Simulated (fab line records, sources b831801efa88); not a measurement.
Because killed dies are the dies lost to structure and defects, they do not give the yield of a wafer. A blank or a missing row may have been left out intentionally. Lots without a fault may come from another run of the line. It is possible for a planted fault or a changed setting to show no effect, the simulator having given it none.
2 desks, one fault || flow sky130 || each desk has only its own numbers; what lay behind them comes last

DESK OF THE TOOL OWNER: pvd_sputter-02
The tool's own readings at SKY_LOCAL_INTERCONNECT_SPUTTER_00 (material TiN, target thk 100 nm, time 83.3 s): means of the sampled wafers that have a number, for each lot that ran on this tool. Marked OUT: a lot whose mean sits more than 4 standard deviations from the usual mean, which makes it out of limits; the brackets give that distance.
Columns: A = cathode_dc_power_W at SKY_LOCAL_INTERCONNECT_SPUTTER_00, usual 6499.8 W; B = throttle_valve_pct at SKY_LOCAL_INTERCONNECT_SPUTTER_00, usual 29.8 %
{"lot": "L336", "first seen here": "day 30 02:49", "A": 6499.7, "B": 30.5}
{"lot": "L340", "first seen here": "day 31 22:19", "A": 6500.0, "B": 30.5}
{"lot": "L341", "first seen here": "day 32 05:04", "A": 6501.8, "B": 30.5}
{"lot": "L342", "first seen here": "day 32 16:20", "A": 6500.6, "B": 29.7}
{"lot": "L347", "first seen here": "day 33 22:23", "A": 6500.9, "B": 30.3}
{"lot": "L350", "first seen here": "day 34 16:51", "A": "7457.7 (+99 or more) OUT", "B": 30.5}
{"lot": "L353", "first seen here": "day 35 07:07", "A": "7458.6 (+99 or more) OUT", "B": 31.1}
This desk's verdict: out of limits on L350, L353, starting with L350 at day 34 16:51 (cathode_dc_power_W at SKY_LOCAL_INTERCONNECT_SPUTTER_00). L336, L340, L341, L342, L347 stayed within limits.

AT THE METROLOGY DESK
What the gauges read, lot by lot, whatever tool the lot ran on: means of the sampled wafers that have a number. Marked OUT: a lot whose mean sits more than 4 standard deviations from the usual mean, which makes it out of limits; the brackets give that distance.
Columns: A = LDD_N_TW at SKY_LDD_N_TW_MEAS_17, usual 2579; B = LOCAL_INTERCONNECT_TIN_RS at SKY_LOCAL_INTERCONNECT_RS_MEAS_01, usual 14.11 ohm/sq; C = LOCAL_INTERCONNECT_TIN_THK at SKY_LOCAL_INTERCONNECT_THK_MEAS_02, usual 98.1 nm
{"lot": "L336", "first seen here": "day 18 15:56", "A": 2557, "B": 14.04, "C": 98.2}
{"lot": "L340", "first seen here": "day 20 22:02", "A": 2571, "B": 14.10, "C": 98.0}
{"lot": "L341", "first seen here": "day 21 03:59", "A": 2578, "B": 14.12, "C": 97.8}
{"lot": "L342", "first seen here": "day 21 17:33", "A": 2567, "B": 13.89, "C": 100.0}
{"lot": "L347", "first seen here": "day 23 03:25", "A": 2600, "B": 13.99, "C": 98.9}
{"lot": "L350", "first seen here": "day 24 01:14", "A": 2585, "B": "12.29 (-14) OUT", "C": "111.9 (+16) OUT"}
{"lot": "L351", "first seen here": "day 24 05:09", "A": 2581, "B": 14.26, "C": 98.0}
{"lot": "L353", "first seen here": "day 24 19:05", "A": 2584, "B": "12.27 (-14) OUT", "C": "111.9 (+16) OUT"}
{"lot": "L355", "first seen here": "day 25 08:11", "A": 2579, "B": 14.19, "C": 97.8}
{"lot": "L357", "first seen here": "day 26 13:25", "A": 2596, "B": 14.29, "C": 97.1}
This desk reports L350, L353 out of limits; the earliest was L350 at day 34 16:55 (LOCAL_INTERCONNECT_TIN_RS at SKY_LOCAL_INTERCONNECT_RS_MEAS_01). L336, L340, L341, L342, L347, L351, L355, L357 stayed within limits.

PUT TOGETHER
The tool owner's desk could have raised an alarm at day 34 16:51, on L350, L353.
L350, L353 would have let the metrology desk raise an alarm at day 34 16:55.
Every lot named ran SKY_LOCAL_INTERCONNECT_SPUTTER_00 on pvd_sputter-02.

WHAT WAS PUT IN BY THE SIMULATOR
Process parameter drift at SKY_LOCAL_INTERCONNECT_SPUTTER_00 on pvd_sputter-02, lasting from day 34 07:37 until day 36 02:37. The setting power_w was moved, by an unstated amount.
Shown lots that were struck: L350, L353.
Counting hours from when the fault started, the first reading out of limits came at 9 for the tool owner's desk and at 9 for the metrology desk.
